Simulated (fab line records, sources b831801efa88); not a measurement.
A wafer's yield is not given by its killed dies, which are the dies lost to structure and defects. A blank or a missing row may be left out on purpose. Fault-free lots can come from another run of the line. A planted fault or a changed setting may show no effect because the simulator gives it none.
Which tool is to blame? ; flow gf180mcu ; 13 lots with 39 wafers sampled at 5 steps, on a route of 602 steps

== WHAT THE GAUGES SHOWED, per wafer ==
GF_V5_CD_MEAS_14: the cd target is 260 nm. Usual: cd-nm at 259.9 nm, with a standard deviation of 1.1.
lot;measured;on;cd-nm (nm);flag
L392;day 28 05:39;cd-sem-02;261.6 262.2 260.7;
L393;day 28 17:03;cd-sem-01;261.9 265.0 261.4;
L394;day 29 01:34;cd-sem-02;266.5 262.0 261.0;
L402;day 32 00:50;cd-sem-02;258.7 258.9 259.6;
L403;day 32 01:50;cd-sem-01;260.3 261.9 260.7;
L404;day 32 02:18;cd-sem-01;258.6 259.4 259.1;
L405;day 32 09:46;cd-sem-01;258.7 259.1 258.1;
L407;day 32 15:56;cd-sem-01;259.4 261.3 260.1;
L408;day 32 21:28;cd-sem-01;258.8 259.5 258.9;
L409;day 33 02:49;cd-sem-01;260.8 260.9 260.2;
L410;day 33 08:59;cd-sem-01;258.1 258.9 260.0;
L411;day 33 17:28;cd-sem-01;257.6 257.9 258.1;
L412;day 33 21:52;cd-sem-01;260.6 260.1 258.6;

== EACH LOT AND THE TOOL THAT RAN IT (in order: tool; ch and the chambers of the sampled wafers; start) ==
lot;GF_V4_CMP_26;GF_MIM_SPUTTER_02;GF_MIM_CVD_05;GF_V5_EXPOSE_11
L392;cmp-01 ch 1,2,3, day 25 12:31;pvd-sputter-04, day 25 12:53;pecvd-01 ch 0,1,2, day 25 12:59;krf-scanner-02 ch 0, day 27 19:23
L393;cmp-01 ch 1,2,3, day 26 02:57;pvd-sputter-02, day 26 03:20;pecvd-01 ch 1,2, day 26 03:25;krf-scanner-01 ch 0, day 28 07:41
L394;cmp-02 ch 0,2,3, day 26 12:19;pvd-sputter-03, day 26 12:39;pecvd-02 ch 1,2, day 26 12:45;krf-scanner-01 ch 0, day 28 16:19
L402;cmp-02 ch 0,2,3, day 29 17:14;pvd-sputter-02, day 29 17:40;pecvd-03 ch 0,2, day 29 17:45;krf-scanner-02 ch 0, day 31 16:34
L403;cmp-02 ch 1,2, day 29 17:38;pvd-sputter-03, day 29 18:02;pecvd-01 ch 0,1,2, day 29 18:08;krf-scanner-01 ch 0, day 31 17:22
L404;cmp-01 ch 2,3, day 29 17:58;pvd-sputter-04, day 29 18:23;pecvd-01 ch 1,2, day 29 18:29;krf-scanner-01 ch 0, day 31 17:56
L405;cmp-02 ch 1,3, day 30 02:49;pvd-sputter-03, day 30 03:15;pecvd-03 ch 0,1,2, day 30 03:20;krf-scanner-02 ch 0, day 32 01:31
L407;cmp-02 ch 1,2,3, day 30 09:22;pvd-sputter-03, day 30 09:46;pecvd-03 ch 0,1,2, day 30 09:52;krf-scanner-01 ch 0, day 32 07:37
L408;cmp-01 ch 0,2,3, day 30 15:38;pvd-sputter-02, day 30 15:56;pecvd-01 ch 0,1,2, day 30 16:01;krf-scanner-01 ch 0, day 32 13:49
L409;cmp-01 ch 0,1,2, day 30 22:10;pvd-sputter-03, day 30 22:29;pecvd-03 ch 1,2, day 30 22:35;krf-scanner-02 ch 0, day 32 19:02
L410;cmp-02 ch 0,2,3, day 31 02:41;pvd-sputter-02, day 31 03:07;pecvd-01 ch 0,1,2, day 31 03:13;krf-scanner-01 ch 0, day 33 00:28
L411;cmp-01 ch 0,2, day 31 11:35;pvd-sputter-02, day 31 12:01;pecvd-02 ch 1,2, day 31 12:07;krf-scanner-02 ch 0, day 33 09:40
L412;cmp-02 ch 0,1,2, day 31 17:38;pvd-sputter-02, day 31 18:04;pecvd-03 ch 0,1,2, day 31 18:09;krf-scanner-02 ch 0, day 33 13:46
- GF_V4_CMP_26: polishes, stops on SiO2, t overpolish 15 s, target thk 0 nm.
- GF_MIM_SPUTTER_02: material AlCu, target thk 450 nm, time 23.9 s.
- GF_MIM_CVD_05: deposits Si3N4, target thk 42 nm, time 29.086 s.
- GF_V5_EXPOSE_11: exposes mask Via5, target cd 260 nm.

== WHAT THE TOOLS THEMSELVES READ (means of the sampled wafers that have a number; where no wafer has one, the mark that the record gives instead) ==
GF_V4_CMP_26. Usual: motor-current-A 11.3 A, standard deviation 1.9; overpolish-run-s 15.000 s, standard deviation 0.0087; slurry-flow-ml-min 150.0, standard deviation 0.46; time-to-endpoint-s 86 s, standard deviation 4.2.
lot;tool;motor-current-A (A);overpolish-run-s (s);slurry-flow-ml-min;time-to-endpoint-s (s);flag
L392;cmp-01;10.3;14.999;150.3;87;
L393;cmp-01;10.1;15.000;150.1;88;
L394;cmp-02;11.0;15.002;149.7;82;
L402;cmp-02;11.3;15.001;150.5;85;
L403;cmp-02;11.2;15.005;149.5;92;
L404;cmp-01;9.5;14.995;149.8;86;
L405;cmp-02;11.5;15.005;150.2;90;
L407;cmp-02;11.0;15.006;149.8;90;
L408;cmp-01;10.4;15.001;149.5;86;
L409;cmp-01;11.1;14.992;149.9;87;
L410;cmp-02;11.4;14.992;150.5;87;
L411;cmp-01;10.3;15.007;149.6;84;
L412;cmp-02;12.7;15.007;150.2;84;

GF_MIM_SPUTTER_02. Usual: throttle-valve-pct at 30.1 %, with a standard deviation of 1.3.
lot;tool;throttle-valve-pct (%);flag
L392;pvd-sputter-04;28.9;
L393;pvd-sputter-02;29.3;
L394;pvd-sputter-03;30.9;
L402;pvd-sputter-02;29.3;
L403;pvd-sputter-03;31.0;
L404;pvd-sputter-04;29.1;
L405;pvd-sputter-03;31.4;
L407;pvd-sputter-03;31.7;
L408;pvd-sputter-02;29.4;
L409;pvd-sputter-03;31.1;
L410;pvd-sputter-02;29.4;
L411;pvd-sputter-02;29.2;
L412;pvd-sputter-02;29.5;

GF_MIM_CVD_05. Usual: heater-power-w at 570 W, with a standard deviation of 75.
lot;tool;heater-power-w (W);flag
L392;pecvd-01;538;
L393;pecvd-01;515;
L394;pecvd-02;651;
L402;pecvd-03;523;
L403;pecvd-01;574;
L404;pecvd-01;587;
L405;pecvd-03;519;
L407;pecvd-03;531;
L408;pecvd-01;575;
L409;pecvd-03;535;
L410;pecvd-01;591;
L411;pecvd-02;617;
L412;pecvd-03;541;

== THE ANSWER, worked out from the rows above alone ==
Rule: a lot counts as off when the mean over its wafers that have a number is more than 3 standard deviations away from the usual mean. A lot without any number at a reading at which 4 lots or more have one is off too. All remaining lots with rows at the step are treated as sound. Order of review: gauges by route order, followed by the tools' own readings, for which a lot's mean as printed above is used. At the first step where some lot is off, the reading lying furthest off is the one used; lots without a number count as furthest.
Across all readings shown, no lot is off: no conclusion can be drawn from this.

== WHAT THE SIMULATOR PUT IN ==
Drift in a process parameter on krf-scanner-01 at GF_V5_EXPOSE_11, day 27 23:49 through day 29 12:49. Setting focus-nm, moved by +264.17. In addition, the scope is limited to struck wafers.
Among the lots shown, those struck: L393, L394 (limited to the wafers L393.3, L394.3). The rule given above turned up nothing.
